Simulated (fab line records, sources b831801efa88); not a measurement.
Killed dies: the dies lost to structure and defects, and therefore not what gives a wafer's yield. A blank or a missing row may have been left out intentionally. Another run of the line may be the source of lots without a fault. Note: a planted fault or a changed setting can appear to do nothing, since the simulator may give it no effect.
Chamber matching	flow gf180mcu	4 sister chambers for GF_V4_CMP_04 on cmp-02
The step polishes SiO2. 22 wafers are shown with their chamber, then 11 later ones without.

== EACH WAFER AND ITS CHAMBER ==
wafer	chamber	motor_current_A (A)	time_to_endpoint_s (s)
L074.2	2	10.4	79
L074.4	3	13.5	90
L074.6	2	10.2	88
L079.2	2	10.7	80
L079.3	3	13.6	86
L079.5	2	10.8	81
L082.3	3	14.2	73
L082.4	1	13.4	84
L082.5	0	9.3	85
L084.1	3	12.7	79
L084.3	2	10.5	81
L084.6	3	13.8	81
L086.2	2	10.9	80
L086.3	1	13.9	76
L086.6	0	9.1	88
L087.4	3	12.8	87
L087.5	0	9.1	81
L087.6	1	14.2	88
L088.2	2	11.0	65
L088.5	1	13.8	74
L088.6	0	9.5	77
L090.1	3	13.9	78

SIGNATURES (averages over the wafers above)
reading	chamber 0	chamber 1	chamber 2	chamber 3	scatter within a chamber
motor_current_A	9.250	13.825	10.643	13.500	0.395
time_to_endpoint_s	82.75	80.50	79.14	82.00	6.23
Rule: a wafer's distance from a chamber is the root of the sum, over the readings, of the square of ((its reading less the chamber's mean) divided by the reading's scatter). The wafer belongs to the nearest chamber; if the next one is less than 2 further off, it can't be placed. The scatter is the square root of a quotient: the sum, over the shown wafers, of each reading's squared deviation from its chamber's mean, divided by wafers minus chambers.

== WAFERS MISSING THEIR CHAMBER ==
wafer	motor_current_A (A)	time_to_endpoint_s (s)
L090.3	9.5	77
L090.6	9.5	90
L091.2	13.7	82
L091.3	9.4	76
L091.6	10.5	76
L095.1	14.2	75
L095.3	11.6	78
L095.5	9.8	85
L096.2	13.2	87
L096.4	10.5	90
L096.5	15.2	86

== EACH ONE'S CHAMBER ==
wafer	from the rows above	in truth
L090.3	can't be placed: 0 or 2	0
L090.6	0	0
L091.2	can't be placed: 1 or 3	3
L091.3	0	0
L091.6	2	2
L095.1	can't be placed: 1 or 3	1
L095.3	2	2
L095.5	can't be placed: 0 or 2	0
L096.2	can't be placed: 3 or 1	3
L096.4	can't be placed: 2 or 0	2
L096.5	can't be placed: 1 or 3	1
Correct placement for 4 of the 11. Cannot be placed on the basis of these rows: 7; the candidates contain the true chamber in 7. 0 placed wrongly.
